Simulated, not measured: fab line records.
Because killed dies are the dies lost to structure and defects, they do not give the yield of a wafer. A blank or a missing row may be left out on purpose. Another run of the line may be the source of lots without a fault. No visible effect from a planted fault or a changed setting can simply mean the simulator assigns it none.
Which tool is to blame? / flow gf180mcu / 11 lots, 33 wafers sampled, at 7 steps of a route of 602

WHAT EACH GAUGE READ, for each wafer
GF_V1_OVL_MEAS_15.
lot=L375; measured=day 18 14:49; on=overlay-02; V1_OVL (nm)=1 0 5
lot=L376; measured=day 19 06:01; on=overlay-01; V1_OVL (nm)=0 -1 4
lot=L380; measured=day 20 17:52; on=overlay-01; V1_OVL (nm)=2 0 -5
lot=L382; measured=day 21 12:32; on=overlay-02; V1_OVL (nm)=4 1 4
lot=L383; measured=day 22 02:01; on=overlay-02; V1_OVL (nm)=-4 -1 6
lot=L384; measured=day 22 08:16; on=overlay-02; V1_OVL (nm)=6 -1 -2
lot=L385; measured=day 22 19:05; on=overlay-02; V1_OVL (nm)=-3 -3 -4
lot=L392; measured=day 24 22:53; on=overlay-02; V1_OVL (nm)=-2 4 -7
lot=L394; measured=day 25 12:31; on=overlay-02; V1_OVL (nm)=-2 4 -1
lot=L395; measured=day 25 20:25; on=overlay-01; V1_OVL (nm)=-4 -10 -7
lot=L396; measured=day 26 03:38; on=overlay-01; V1_OVL (nm)=0 -2 -5

GF_V1_RS_MEAS_24: a four-point-probe measurement.
lot=L375; measured=day 18 15:45; on=film-metro-04; V1_W_RS (ohm/sq)=0.328 0.331 0.328
lot=L376; measured=day 19 07:20; on=film-metro-02; V1_W_RS (ohm/sq)=0.332 0.330 0.330
lot=L380; measured=day 20 18:55; on=film-metro-04; V1_W_RS (ohm/sq)=0.329 0.331 0.329
lot=L382; measured=day 21 13:31; on=film-metro-02; V1_W_RS (ohm/sq)=0.324 0.326 0.324
lot=L383; measured=day 22 03:23; on=film-metro-02; V1_W_RS (ohm/sq)=0.326 0.325 0.329
lot=L384; measured=day 22 09:16; on=film-metro-02; V1_W_RS (ohm/sq)=0.386 0.390 0.387
lot=L385; measured=day 22 19:59; on=film-metro-02; V1_W_RS (ohm/sq)=0.386 0.392 0.394
lot=L392; measured=day 24 23:52; on=film-metro-01; V1_W_RS (ohm/sq)=0.323 0.321 0.320
lot=L394; measured=day 25 13:33; on=film-metro-02; V1_W_RS (ohm/sq)=0.329 0.328 0.326
lot=L395; measured=day 25 21:28; on=film-metro-02; V1_W_RS (ohm/sq)=0.329 0.326 0.327
lot=L396; measured=day 26 04:39; on=film-metro-01; V1_W_RS (ohm/sq)=0.327 0.324 0.325

GF_V1_THK_MEAS_25: measures by xrf.
lot=L375; measured=day 18 15:52; on=film-metro-04; V1_W_THK (nm)=359 357 359
lot=L376; measured=day 19 07:28; on=film-metro-02; V1_W_THK (nm)=355 358 359
lot=L380; measured=day 20 19:02; on=film-metro-04; V1_W_THK (nm)=360 356 357
lot=L382; measured=day 21 13:37; on=film-metro-02; V1_W_THK (nm)=364 363 364
lot=L383; measured=day 22 03:30; on=film-metro-02; V1_W_THK (nm)=357 357 354
lot=L384; measured=day 22 09:23; on=film-metro-02; V1_W_THK (nm)=301 298 304
lot=L385; measured=day 22 20:07; on=film-metro-02; V1_W_THK (nm)=302 298 297
lot=L392; measured=day 24 23:59; on=film-metro-01; V1_W_THK (nm)=360 363 360
lot=L394; measured=day 25 13:40; on=film-metro-02; V1_W_THK (nm)=356 359 360
lot=L395; measured=day 25 21:34; on=film-metro-02; V1_W_THK (nm)=357 365 360
lot=L396; measured=day 26 04:46; on=film-metro-01; V1_W_THK (nm)=355 357 360

GF_M2_THK_MEAS_06: measures by xrf.
lot=L375; measured=day 18 16:35; on=film-metro-02; M2_ALCU_THK (nm)=452 450 453
lot=L376; measured=day 19 08:10; on=film-metro-02; M2_ALCU_THK (nm)=446 435 442
lot=L380; measured=day 20 19:44; on=film-metro-03; M2_ALCU_THK (nm)=443 446 444
lot=L382; measured=day 21 14:19; on=film-metro-03; M2_ALCU_THK (nm)=452 451 452
lot=L383; measured=day 22 04:12; on=film-metro-04; M2_ALCU_THK (nm)=435 445 438
lot=L384; measured=day 22 10:05; on=film-metro-04; M2_ALCU_THK (nm)=440 441 436
lot=L385; measured=day 22 20:50; on=film-metro-03; M2_ALCU_THK (nm)=443 441 443
lot=L392; measured=day 25 00:44; on=film-metro-03; M2_ALCU_THK (nm)=449 444 446
lot=L394; measured=day 25 14:29; on=film-metro-02; M2_ALCU_THK (nm)=447 444 445
lot=L395; measured=day 25 22:34; on=film-metro-02; M2_ALCU_THK (nm)=447 443 445
lot=L396; measured=day 26 05:28; on=film-metro-04; M2_ALCU_THK (nm)=449 447 445

WHAT TOOL EACH LOT RAN ON (gives the tool, then ch and the chambers of the sampled wafers, and finally the start)
lot=L375; GF_V1_CMP_04=cmp-02 ch 0,1,2, day 17 15:07; GF_V1_CVD_23=cvd-w-02 ch 0,1, day 18 15:38; GF_V1_CMP_26=cmp-01 ch 1,3, day 18 15:59
lot=L376; GF_V1_CMP_04=cmp-01 ch 0,2, day 18 06:43; GF_V1_CVD_23=cvd-w-02 ch 0,1, day 19 07:14; GF_V1_CMP_26=cmp-01 ch 0,1,2, day 19 07:37
lot=L380; GF_V1_CMP_04=cmp-01 ch 0,1,3, day 19 18:32; GF_V1_CVD_23=cvd-w-01 ch 0, day 20 18:41; GF_V1_CMP_26=cmp-02 ch 0,1,2, day 20 19:09
lot=L382; GF_V1_CMP_04=cmp-02 ch 1,2,3, day 20 12:25; GF_V1_CVD_23=cvd-w-01 ch 0,1, day 21 13:24; GF_V1_CMP_26=cmp-02 ch 0,1, day 21 13:42
lot=L383; GF_V1_CMP_04=cmp-02 ch 0,1,2, day 21 02:22; GF_V1_CVD_23=cvd-w-02 ch 0,1, day 22 03:16; GF_V1_CMP_26=cmp-01 ch 0,1,3, day 22 03:34
lot=L384; GF_V1_CMP_04=cmp-01 ch 0,2,3, day 21 08:25; GF_V1_CVD_23=cvd-w-01 ch 0,1, day 22 09:09; GF_V1_CMP_26=cmp-01 ch 0,2,3, day 22 09:27
lot=L385; GF_V1_CMP_04=cmp-02 ch 1,2,3, day 21 19:12; GF_V1_CVD_23=cvd-w-01 ch 0,1, day 22 19:53; GF_V1_CMP_26=cmp-02 ch 0,2,3, day 22 20:13
lot=L392; GF_V1_CMP_04=cmp-02 ch 2,3, day 23 23:56; GF_V1_CVD_23=cvd-w-01 ch 0,1, day 24 23:44; GF_V1_CMP_26=cmp-02 ch 2,3, day 25 00:05
lot=L394; GF_V1_CMP_04=cmp-02 ch 0,1,2, day 24 14:25; GF_V1_CVD_23=cvd-w-01 ch 1, day 25 13:20; GF_V1_CMP_26=cmp-01 ch 0,2, day 25 13:50
lot=L395; GF_V1_CMP_04=cmp-02 ch 0,1,3, day 24 22:31; GF_V1_CVD_23=cvd-w-01 ch 1, day 25 21:15; GF_V1_CMP_26=cmp-01 ch 0,3, day 25 21:55
lot=L396; GF_V1_CMP_04=cmp-01 ch 0,1,2, day 25 06:20; GF_V1_CVD_23=cvd-w-01 ch 1, day 26 04:26; GF_V1_CMP_26=cmp-01 ch 0,1,2, day 26 04:56
- GF_V1_CMP_04: polishes SiO2.
- GF_V1_CVD_23: deposits W, target thk 350 nm, time 105.05 s.
- GF_V1_CMP_26: polishes, stops on SiO2, t overpolish 15 s, target thk 0 nm.

AS READ BY THE TOOLS THEMSELVES (means over the sampled wafers that have a number; for cases with no such wafer, the mark the record gives instead)
GF_V1_CMP_04.
lot=L375; tool=cmp-02; motor-current-A (A)=11.3; slurry-filter-dp-kPa (kPa)=13.66; time-to-endpoint-s (s)=77
lot=L376; tool=cmp-01; motor-current-A (A)=12.5; slurry-filter-dp-kPa (kPa)=13.42; time-to-endpoint-s (s)=86
lot=L380; tool=cmp-01; motor-current-A (A)=13.2; slurry-filter-dp-kPa (kPa)=13.53; time-to-endpoint-s (s)=81
lot=L382; tool=cmp-02; motor-current-A (A)=11.3; slurry-filter-dp-kPa (kPa)=13.52; time-to-endpoint-s (s)=82
lot=L383; tool=cmp-02; motor-current-A (A)=11.3; slurry-filter-dp-kPa (kPa)=13.53; time-to-endpoint-s (s)=74
lot=L384; tool=cmp-01; motor-current-A (A)=12.4; slurry-filter-dp-kPa (kPa)=13.53; time-to-endpoint-s (s)=78
lot=L385; tool=cmp-02; motor-current-A (A)=11.0; slurry-filter-dp-kPa (kPa)=13.53; time-to-endpoint-s (s)=77
lot=L392; tool=cmp-02; motor-current-A (A)=10.8; slurry-filter-dp-kPa (kPa)=13.58; time-to-endpoint-s (s)=85
lot=L394; tool=cmp-02; motor-current-A (A)=11.4; slurry-filter-dp-kPa (kPa)=13.47; time-to-endpoint-s (s)=75
lot=L395; tool=cmp-02; motor-current-A (A)=11.2; slurry-filter-dp-kPa (kPa)=13.36; time-to-endpoint-s (s)=74
lot=L396; tool=cmp-01; motor-current-A (A)=13.1; slurry-filter-dp-kPa (kPa)=13.35; time-to-endpoint-s (s)=83

GF_V1_CVD_23.
lot=L375; tool=cvd-w-02; chamber-pressure-Torr (Torr)=39.90; heater-power-w (W)=897; susceptor-temp-C (C)=399.88
lot=L376; tool=cvd-w-02; chamber-pressure-Torr (Torr)=39.92; heater-power-w (W)=910; susceptor-temp-C (C)=399.95
lot=L380; tool=cvd-w-01; chamber-pressure-Torr (Torr)=39.99; heater-power-w (W)=848; susceptor-temp-C (C)=399.97
lot=L382; tool=cvd-w-01; chamber-pressure-Torr (Torr)=39.98; heater-power-w (W)=799; susceptor-temp-C (C)=400.12
lot=L383; tool=cvd-w-02; chamber-pressure-Torr (Torr)=39.97; heater-power-w (W)=898; susceptor-temp-C (C)=399.83
lot=L384; tool=cvd-w-01; chamber-pressure-Torr (Torr)=28.39; heater-power-w (W)=824; susceptor-temp-C (C)=400.03
lot=L385; tool=cvd-w-01; chamber-pressure-Torr (Torr)=28.51; heater-power-w (W)=807; susceptor-temp-C (C)=400.14
lot=L392; tool=cvd-w-01; chamber-pressure-Torr (Torr)=40.02; heater-power-w (W)=805; susceptor-temp-C (C)=400.15
lot=L394; tool=cvd-w-01; chamber-pressure-Torr (Torr)=39.85; heater-power-w (W)=799; susceptor-temp-C (C)=400.09
lot=L395; tool=cvd-w-01; chamber-pressure-Torr (Torr)=39.97; heater-power-w (W)=789; susceptor-temp-C (C)=400.02
lot=L396; tool=cvd-w-01; chamber-pressure-Torr (Torr)=40.00; heater-power-w (W)=801; susceptor-temp-C (C)=399.76

GF_V1_CMP_26.
lot=L375; tool=cmp-01; motor-current-A (A)=11.8; slurry-filter-dp-kPa (kPa)=13.56; time-to-endpoint-s (s)=87
lot=L376; tool=cmp-01; motor-current-A (A)=12.0; slurry-filter-dp-kPa (kPa)=13.45; time-to-endpoint-s (s)=81
lot=L380; tool=cmp-02; motor-current-A (A)=10.2; slurry-filter-dp-kPa (kPa)=13.50; time-to-endpoint-s (s)=80
lot=L382; tool=cmp-02; motor-current-A (A)=10.6; slurry-filter-dp-kPa (kPa)=13.49; time-to-endpoint-s (s)=79
lot=L383; tool=cmp-01; motor-current-A (A)=12.5; slurry-filter-dp-kPa (kPa)=13.61; time-to-endpoint-s (s)=85
lot=L384; tool=cmp-01; motor-current-A (A)=11.7; slurry-filter-dp-kPa (kPa)=13.56; time-to-endpoint-s (s)=71
lot=L385; tool=cmp-02; motor-current-A (A)=10.3; slurry-filter-dp-kPa (kPa)=13.39; time-to-endpoint-s (s)=69
lot=L392; tool=cmp-02; motor-current-A (A)=9.9; slurry-filter-dp-kPa (kPa)=13.53; time-to-endpoint-s (s)=91
lot=L394; tool=cmp-01; motor-current-A (A)=11.4; slurry-filter-dp-kPa (kPa)=13.47; time-to-endpoint-s (s)=88
lot=L395; tool=cmp-01; motor-current-A (A)=12.5; slurry-filter-dp-kPa (kPa)=13.45; time-to-endpoint-s (s)=94
lot=L396; tool=cmp-01; motor-current-A (A)=12.1; slurry-filter-dp-kPa (kPa)=13.49; time-to-endpoint-s (s)=92

THE ANSWER, worked out from the rows above alone
Rule: the lots themselves supply what counts as usual. Put in order of their means at a reading, lots are off if they are a third of the lots or fewer, leave a main group of 4 or more, and stand apart from it by a gap of 3 or more times the standard deviation of the main group's means; of several such gaps the widest counts. If all means in a main group match to the digits the tables above print for the reading, that group is not used. Also off: a lot with no number at a reading for which 4 or more lots have one. All remaining lots with rows at the step are treated as sound. The gauges are gone through in route order, then the tools' own readings, and for those a lot's mean is taken as printed above. The first step at which some lot is off is used, and at that step the reading that is off furthest; a lot without a number counts as furthest.
Off: L384, L385, seen at GF_V1_RS_MEAS_24 (V1_W_RS). The main group has a mean of 0.327 ohm/sq with a standard deviation of 0.0027.
If a tool, at a process step before that reading, ran all the lots that are off and no sound lot after the first of them, it fits. The gauges at GF_V1_RS_MEAS_24 aren't tried: what is off there is off at GF_V1_CVD_23 too, on other tools, and a gauge's error can't cause that. No candidate that was tried fits.

WHAT HAD BEEN PUT IN BY THE SIMULATOR
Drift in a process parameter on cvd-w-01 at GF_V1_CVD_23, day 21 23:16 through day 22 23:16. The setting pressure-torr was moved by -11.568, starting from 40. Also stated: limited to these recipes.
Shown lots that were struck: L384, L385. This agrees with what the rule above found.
